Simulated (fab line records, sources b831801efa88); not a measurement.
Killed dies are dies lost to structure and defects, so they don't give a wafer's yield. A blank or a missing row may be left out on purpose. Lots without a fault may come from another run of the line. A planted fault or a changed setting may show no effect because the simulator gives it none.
Which tool did it? | flow gf180mcu | 12 lots, 36 wafers sampled, at 3 steps of a route of 602

WHAT THE GAUGES READ, wafer by wafer
GF_HV_LDD_RS_MEAS_53: measures by four-point-probe.
lot  | measured     | on            | HV_LDD_RS (ohm/sq)
L932 | day 12 18:14 | film_metro-04 | 417.7 417.2 418.1
L934 | day 13 08:47 | film_metro-01 | 416.4 417.5 417.8
L936 | day 14 04:22 | film_metro-01 | 417.8 417.2 417.7
L939 | day 15 06:30 | film_metro-03 | 418.1 419.0 419.5
L941 | day 15 18:49 | film_metro-03 | 419.0 418.8 418.5
L942 | day 16 07:23 | film_metro-03 | 422.4 423.1 422.8 422.8 423.5 423.6
L943 | day 16 13:56 | film_metro-01 | 417.3 418.9 418.2
L945 | day 17 01:35 | film_metro-03 | 423.6 422.4 422.7 422.1 422.5 422.8
L946 | day 17 16:39 | film_metro-01 | 423.2 423.0 422.0 423.8 423.4 423.8
L951 | day 19 06:52 | film_metro-04 | 418.2 416.8 417.5
L952 | day 19 17:20 | film_metro-03 | 418.3 417.9 418.2
L954 | day 20 08:41 | film_metro-03 | 416.9 418.2 417.5

WHICH TOOL RAN EACH LOT (tool, then ch and the chambers of the sampled wafers, then the start)
lot  | GF_POLY_GATE_STRIP_14                | GF_HV_LDD_IMPLANT_35
L932 | plasma_asher-03 ch 0,1, day 9 11:50  | implanter-02 ch 0, day 11 21:41
L934 | plasma_asher-01 ch 0,1, day 10 01:01 | implanter-02 ch 0, day 12 11:47
L936 | plasma_asher-03 ch 0,1, day 10 18:21 | implanter-03 ch 0, day 13 06:44
L939 | plasma_asher-01 ch 0,1, day 11 15:29 | implanter-03 ch 0, day 14 07:46
L941 | plasma_asher-02 ch 0,1, day 12 04:28 | implanter-03 ch 0, day 14 20:20
L942 | plasma_asher-02 ch 0,1, day 12 15:34 | implanter-03 ch 0, day 15 08:44
L943 | plasma_asher-02 ch 0,1, day 12 22:10 | implanter-02 ch 0, day 15 15:21
L945 | plasma_asher-01 ch 0,1, day 13 07:53 | implanter-03 ch 0, day 16 02:13
L946 | plasma_asher-02 ch 0,1, day 13 20:25 | implanter-03 ch 0, day 16 16:35
L951 | plasma_asher-03 ch 0,1, day 15 07:43 | implanter-02 ch 0, day 18 05:58
L952 | plasma_asher-03 ch 0, day 15 14:32   | implanter-04 ch 0, day 18 15:43
L954 | plasma_asher-02 ch 0,1, day 16 06:07 | implanter-04 ch 0, day 19 07:17
- GF_POLY_GATE_STRIP_14: strips in O2/N2.
- GF_HV_LDD_IMPLANT_35

WHAT THE TOOLS THEMSELVES READ (means of the sampled wafers that have a number; where no wafer has one, the mark that the record gives instead)
GF_POLY_GATE_STRIP_14.
lot  | tool            | drypump_motor_current_A (A) | heater_power_w (W) | oes_product_au (a.u.)
L932 | plasma_asher-03 | 6.07                        | 331                | 0.507
L934 | plasma_asher-01 | 6.67                        | 305                | 0.504
L936 | plasma_asher-03 | 6.05                        | 339                | 0.502
L939 | plasma_asher-01 | 6.67                        | 306                | 0.503
L941 | plasma_asher-02 | 6.07                        | 336                | 0.505
L942 | plasma_asher-02 | 6.15                        | 357                | 0.504
L943 | plasma_asher-02 | 6.21                        | 354                | 0.500
L945 | plasma_asher-01 | 6.62                        | 304                | 0.505
L946 | plasma_asher-02 | 6.10                        | 340                | 0.505
L951 | plasma_asher-03 | 6.02                        | 340                | 0.502
L952 | plasma_asher-03 | 6.02                        | 349                | 0.504
L954 | plasma_asher-02 | 6.18                        | 354                | 0.506

GF_HV_LDD_IMPLANT_35.
lot  | tool         | dose_ions_cm2 | faraday_current_uA | rotation_deg (degrees)
L932 | implanter-02 | 7.497e+12     | 42.4               | 180.01
L934 | implanter-02 | 7.505e+12     | 42.0               | 180.01
L936 | implanter-03 | 7.509e+12     | 43.3               | 180.03
L939 | implanter-03 | 7.498e+12     | 42.6               | 180.00
L941 | implanter-03 | 7.500e+12     | 42.4               | 180.00
L942 | implanter-03 | 6.075e+12     | 35.0               | 180.01
L943 | implanter-02 | 7.494e+12     | 42.6               | 180.01
L945 | implanter-03 | 6.082e+12     | 34.2               | 180.00
L946 | implanter-03 | 6.089e+12     | 34.2               | 179.96
L951 | implanter-02 | 7.500e+12     | 42.5               | 180.00
L952 | implanter-04 | 7.491e+12     | 42.3               | 180.02
L954 | implanter-04 | 7.502e+12     | 42.6               | 179.99

THE ANSWER, worked out from the rows above alone
Rule: what is usual is taken from the lots themselves. Put in order of their means at a reading, lots are off if they are a third of the lots or fewer, leave a main group of 4 or more, and stand apart from it by a gap of 3 or more times the standard deviation of the main group's means; of several such gaps the widest counts. A main group whose means are all the same, to the digits that the tables above print for the reading, isn't used. A lot without any number at a reading at which 4 lots or more have one is off too. The other lots that the step has rows for count as sound. The gauges are gone through in route order, then the tools' own readings, and for those a lot's mean is taken as printed above. The first step at which some lot is off is used, and at that step the reading that is off furthest; a lot without a number counts as furthest.
Off: L942, L945, L946, at GF_HV_LDD_RS_MEAS_53 (HV_LDD_RS). The main group: mean 417.9 ohm/sq, standard deviation 0.55.
A tool fits if, at a process step before that reading, it ran every lot that is off, and no sound lot after the first of them. The gauges at GF_HV_LDD_RS_MEAS_53 aren't tried: what is off there is off at GF_HV_LDD_IMPLANT_35 too, on other tools, and a gauge's error can't cause that. One fits: implanter-03 at GF_HV_LDD_IMPLANT_35. Its last sound lot is L941 (day 14 20:20), its first lot that is off L942 (day 15 08:44): a fault that began between those two fits.
The tool's own readings at GF_HV_LDD_IMPLANT_35 bear it out: on the lots that are off they differ by more than 5 times the standard deviation of the sound lots' means. dose_ions_cm2 reads 6.082e+12 there against 7.500e+12 on the sound lots; faraday_current_uA reads 34.5 there against 42.5 on the sound lots.

WHAT THE SIMULATOR HAD PUT IN
Process parameter drift: implanter-03, from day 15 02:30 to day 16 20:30, at GF_HV_LDD_IMPLANT_35. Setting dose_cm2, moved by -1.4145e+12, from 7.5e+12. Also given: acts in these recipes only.
Lots struck among those shown: L942, L945, L946. The rule above found the same.
